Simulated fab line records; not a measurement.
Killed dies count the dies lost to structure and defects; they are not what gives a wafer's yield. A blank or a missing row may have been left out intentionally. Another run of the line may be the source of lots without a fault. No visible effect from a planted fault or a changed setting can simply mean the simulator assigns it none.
Which tool is to blame? :: flow sky130 :: 12 lots, 36 wafers sampled, at 5 steps of a route of 708

## WHAT THE GAUGES SHOWED, per wafer
SKY_VIA4_THK_MEAS_01. Usual: VIA4_HDPCVD_THK 1744 nm, standard deviation 19.
lot: L571
measured: day 41 11:58
on: filmMetro-01
VIA4_HDPCVD_THK (nm): 1716 1723 1720
flag: 

lot: L574
measured: day 42 10:44
on: filmMetro-01
VIA4_HDPCVD_THK (nm): 1417 1412 1410
flag: OFF

lot: L576
measured: day 43 01:48
on: filmMetro-02
VIA4_HDPCVD_THK (nm): 1345 1385 1390
flag: OFF

lot: L583
measured: day 45 07:41
on: filmMetro-01
VIA4_HDPCVD_THK (nm): 1705 1765 1728
flag: 

lot: L585
measured: day 45 19:07
on: filmMetro-02
VIA4_HDPCVD_THK (nm): 1770 1758 1760
flag: 

lot: L584
measured: day 46 01:49
on: filmMetro-03
VIA4_HDPCVD_THK (nm): 1727 1731 1752
flag: 

lot: L587
measured: day 46 11:57
on: filmMetro-01
VIA4_HDPCVD_THK (nm): 1744 1749 1741
flag: 

lot: L586
measured: day 46 12:44
on: filmMetro-01
VIA4_HDPCVD_THK (nm): 1751 1737 1748
flag: 

lot: L588
measured: day 46 18:47
on: filmMetro-02
VIA4_HDPCVD_THK (nm): 1720 1742 1741
flag: 

lot: L589
measured: day 46 20:43
on: filmMetro-01
VIA4_HDPCVD_THK (nm): 1790 1786 1768
flag: 

lot: L590
measured: day 47 08:57
on: filmMetro-03
VIA4_HDPCVD_THK (nm): 1766 1760 1761
flag: 

lot: L594
measured: day 47 13:31
on: filmMetro-01
VIA4_HDPCVD_THK (nm): 1747 1725 1730
flag: 

SKY_VIA4_RS_MEAS_19: measures by four-point-probe. Usual: VIA4_W_RS 0.2265 ohm/sq, standard deviation 0.0021.
lot: L571
measured: day 42 12:07
on: filmMetro-01
VIA4_W_RS (ohm/sq): 0.2265 0.2256 0.2241
flag: 

lot: L574
measured: day 43 10:34
on: filmMetro-01
VIA4_W_RS (ohm/sq): 0.2234 0.2225 0.2267
flag: 

lot: L576
measured: day 44 01:31
on: filmMetro-03
VIA4_W_RS (ohm/sq): 0.2274 0.2266 0.2255
flag: 

lot: L583
measured: day 46 05:22
on: filmMetro-02
VIA4_W_RS (ohm/sq): 0.2280 0.2241 0.2266
flag: 

lot: L585
measured: day 46 16:28
on: filmMetro-02
VIA4_W_RS (ohm/sq): 0.2295 0.2261 0.2252
flag: 

lot: L584
measured: day 46 22:31
on: filmMetro-02
VIA4_W_RS (ohm/sq): 0.2287 0.2271 0.2302
flag: 

lot: L587
measured: day 47 08:59
on: filmMetro-02
VIA4_W_RS (ohm/sq): 0.2283 0.2248 0.2305
flag: 

lot: L586
measured: day 47 10:06
on: filmMetro-01
VIA4_W_RS (ohm/sq): 0.2284 0.2266 0.2251
flag: 

lot: L588
measured: day 47 13:07
on: filmMetro-02
VIA4_W_RS (ohm/sq): 0.2259 0.2246 0.2229
flag: 

lot: L589
measured: day 47 13:16
on: filmMetro-01
VIA4_W_RS (ohm/sq): 0.2250 0.2252 0.2239
flag: 

lot: L590
measured: day 48 01:02
on: filmMetro-03
VIA4_W_RS (ohm/sq): 0.2285 0.2275 0.2289
flag: 

lot: L594
measured: day 48 09:46
on: filmMetro-03
VIA4_W_RS (ohm/sq): 0.2249 0.2225 0.2231
flag: 

## WHICH TOOL RAN EACH LOT (tool, then ch and the chambers of the sampled wafers, then the start)
lot: L571
SKY_METAL4_SPUTTER_00: pvdSputter-03, day 39 09:32
SKY_CAP2M_CVD_00: pecvd-04 ch 0,1,2, day 39 09:41
SKY_VIA4_HDPCVD_00: hdpcvd-02 ch 0,2, day 41 11:46

lot: L574
SKY_METAL4_SPUTTER_00: pvdSputter-03, day 40 10:28
SKY_CAP2M_CVD_00: pecvd-04 ch 1,2, day 40 10:38
SKY_VIA4_HDPCVD_00: hdpcvd-02 ch 1,2, day 42 10:34

lot: L576
SKY_METAL4_SPUTTER_00: pvdSputter-03, day 41 00:54
SKY_CAP2M_CVD_00: pecvd-01 ch 0,1, day 41 01:03
SKY_VIA4_HDPCVD_00: hdpcvd-02 ch 0,1,2, day 43 01:37

lot: L583
SKY_METAL4_SPUTTER_00: pvdSputter-01, day 43 10:16
SKY_CAP2M_CVD_00: pecvd-01 ch 0,1,2, day 43 10:26
SKY_VIA4_HDPCVD_00: hdpcvd-01 ch 1,2, day 45 07:30

lot: L585
SKY_METAL4_SPUTTER_00: pvdSputter-01, day 43 21:01
SKY_CAP2M_CVD_00: pecvd-01 ch 0,1,2, day 43 21:11
SKY_VIA4_HDPCVD_00: hdpcvd-02 ch 0,2, day 45 18:55

lot: L584
SKY_METAL4_SPUTTER_00: pvdSputter-01, day 44 05:16
SKY_CAP2M_CVD_00: pecvd-04 ch 0,1,2, day 44 05:26
SKY_VIA4_HDPCVD_00: hdpcvd-01 ch 0,1, day 46 01:38

lot: L587
SKY_METAL4_SPUTTER_00: pvdSputter-03, day 44 15:16
SKY_CAP2M_CVD_00: pecvd-01 ch 1,2, day 44 15:26
SKY_VIA4_HDPCVD_00: hdpcvd-01 ch 0,2, day 46 11:46

lot: L586
SKY_METAL4_SPUTTER_00: pvdSputter-03, day 44 16:58
SKY_CAP2M_CVD_00: pecvd-01 ch 0,1, day 44 17:07
SKY_VIA4_HDPCVD_00: hdpcvd-01 ch 0,1, day 46 12:28

lot: L588
SKY_METAL4_SPUTTER_00: pvdSputter-04, day 44 23:05
SKY_CAP2M_CVD_00: pecvd-04 ch 0,2, day 44 23:14
SKY_VIA4_HDPCVD_00: hdpcvd-02 ch 1,2, day 46 18:36

lot: L589
SKY_METAL4_SPUTTER_00: pvdSputter-01, day 45 00:25
SKY_CAP2M_CVD_00: pecvd-01 ch 0,1,2, day 45 00:35
SKY_VIA4_HDPCVD_00: hdpcvd-02 ch 0,1,2, day 46 20:37

lot: L590
SKY_METAL4_SPUTTER_00: pvdSputter-03, day 45 04:01
SKY_CAP2M_CVD_00: pecvd-01 ch 1,2, day 45 04:10
SKY_VIA4_HDPCVD_00: hdpcvd-02 ch 0,2, day 47 08:46

lot: L594
SKY_METAL4_SPUTTER_00: pvdSputter-03, day 45 20:08
SKY_CAP2M_CVD_00: pecvd-01 ch 1,2, day 45 20:17
SKY_VIA4_HDPCVD_00: hdpcvd-02 ch 0,1,2, day 47 13:14
- SKY_METAL4_SPUTTER_00: material Ti, target thk 15 nm, time 10 s.
- SKY_CAP2M_CVD_00: deposits SiO2, target thk 15.5 nm.
- SKY_VIA4_HDPCVD_00: deposits SiO2, target thk 1750 nm, time 291.7 s.

## AS READ BY THE TOOLS THEMSELVES (means over the sampled wafers that have a number; for cases with no such wafer, the mark the record gives instead)
SKY_METAL4_SPUTTER_00. Usual: 29.5 % for throttleValvePct, sd 0.87.
lot: L571
tool: pvdSputter-03
throttleValvePct (%): 29.3
flag: 

lot: L574
tool: pvdSputter-03
throttleValvePct (%): 29.5
flag: 

lot: L576
tool: pvdSputter-03
throttleValvePct (%): 30.1
flag: 

lot: L583
tool: pvdSputter-01
throttleValvePct (%): 28.7
flag: 

lot: L585
tool: pvdSputter-01
throttleValvePct (%): 28.3
flag: 

lot: L584
tool: pvdSputter-01
throttleValvePct (%): 29.1
flag: 

lot: L587
tool: pvdSputter-03
throttleValvePct (%): 29.9
flag: 

lot: L586
tool: pvdSputter-03
throttleValvePct (%): 29.5
flag: 

lot: L588
tool: pvdSputter-04
throttleValvePct (%): 30.6
flag: 

lot: L589
tool: pvdSputter-01
throttleValvePct (%): 29.2
flag: 

lot: L590
tool: pvdSputter-03
throttleValvePct (%): 29.8
flag: 

lot: L594
tool: pvdSputter-03
throttleValvePct (%): 29.5
flag: 

SKY_CAP2M_CVD_00. Usual: 758 W for heaterPowerW, sd 110.
lot: L571
tool: pecvd-04
heaterPowerW (W): 697
flag: 

lot: L574
tool: pecvd-04
heaterPowerW (W): 681
flag: 

lot: L576
tool: pecvd-01
heaterPowerW (W): 660
flag: 

lot: L583
tool: pecvd-01
heaterPowerW (W): 718
flag: 

lot: L585
tool: pecvd-01
heaterPowerW (W): 718
flag: 

lot: L584
tool: pecvd-04
heaterPowerW (W): 736
flag: 

lot: L587
tool: pecvd-01
heaterPowerW (W): 736
flag: 

lot: L586
tool: pecvd-01
heaterPowerW (W): 729
flag: 

lot: L588
tool: pecvd-04
heaterPowerW (W): 690
flag: 

lot: L589
tool: pecvd-01
heaterPowerW (W): 748
flag: 

lot: L590
tool: pecvd-01
heaterPowerW (W): 787
flag: 

lot: L594
tool: pecvd-01
heaterPowerW (W): 774
flag: 

SKY_VIA4_HDPCVD_00. Usual: 59.98 sccm for sih4FlowSccm, sd 0.17.
lot: L571
tool: hdpcvd-02
sih4FlowSccm (sccm): 59.87
flag: 

lot: L574
tool: hdpcvd-02
sih4FlowSccm (sccm): 47.96
flag: OFF

lot: L576
tool: hdpcvd-02
sih4FlowSccm (sccm): 47.94
flag: OFF

lot: L583
tool: hdpcvd-01
sih4FlowSccm (sccm): 59.97
flag: 

lot: L585
tool: hdpcvd-02
sih4FlowSccm (sccm): 59.93
flag: 

lot: L584
tool: hdpcvd-01
sih4FlowSccm (sccm): 59.87
flag: 

lot: L587
tool: hdpcvd-01
sih4FlowSccm (sccm): 60.00
flag: 

lot: L586
tool: hdpcvd-01
sih4FlowSccm (sccm): 59.99
flag: 

lot: L588
tool: hdpcvd-02
sih4FlowSccm (sccm): 59.97
flag: 

lot: L589
tool: hdpcvd-02
sih4FlowSccm (sccm): 60.14
flag: 

lot: L590
tool: hdpcvd-02
sih4FlowSccm (sccm): 60.15
flag: 

lot: L594
tool: hdpcvd-02
sih4FlowSccm (sccm): 60.02
flag: 

## THE ANSWER, worked out from the rows above alone
Rule: a lot counts as off when the mean over its wafers that have a number is more than 3 standard deviations away from the usual mean. A lot without any number at a reading at which 4 lots or more have one is off too. Any other lot the step has rows for is counted as sound. The gauges are gone through in route order, then the tools' own readings, and for those a lot's mean is taken as printed above. At the first step where some lot is off, the reading lying furthest off is the one used; lots without a number count as furthest.
Off: L574, L576, seen at SKY_VIA4_THK_MEAS_01 (VIA4_HDPCVD_THK).
A tool fits if, at a process step before that reading, it ran every lot that is off, and no sound lot after the first of them. The gauges at SKY_VIA4_THK_MEAS_01 aren't tried: what is off there is off at SKY_VIA4_HDPCVD_00 too, on other tools, and a gauge's error can't cause that. None of those tried fits.

## WHAT HAD BEEN PUT IN BY THE SIMULATOR
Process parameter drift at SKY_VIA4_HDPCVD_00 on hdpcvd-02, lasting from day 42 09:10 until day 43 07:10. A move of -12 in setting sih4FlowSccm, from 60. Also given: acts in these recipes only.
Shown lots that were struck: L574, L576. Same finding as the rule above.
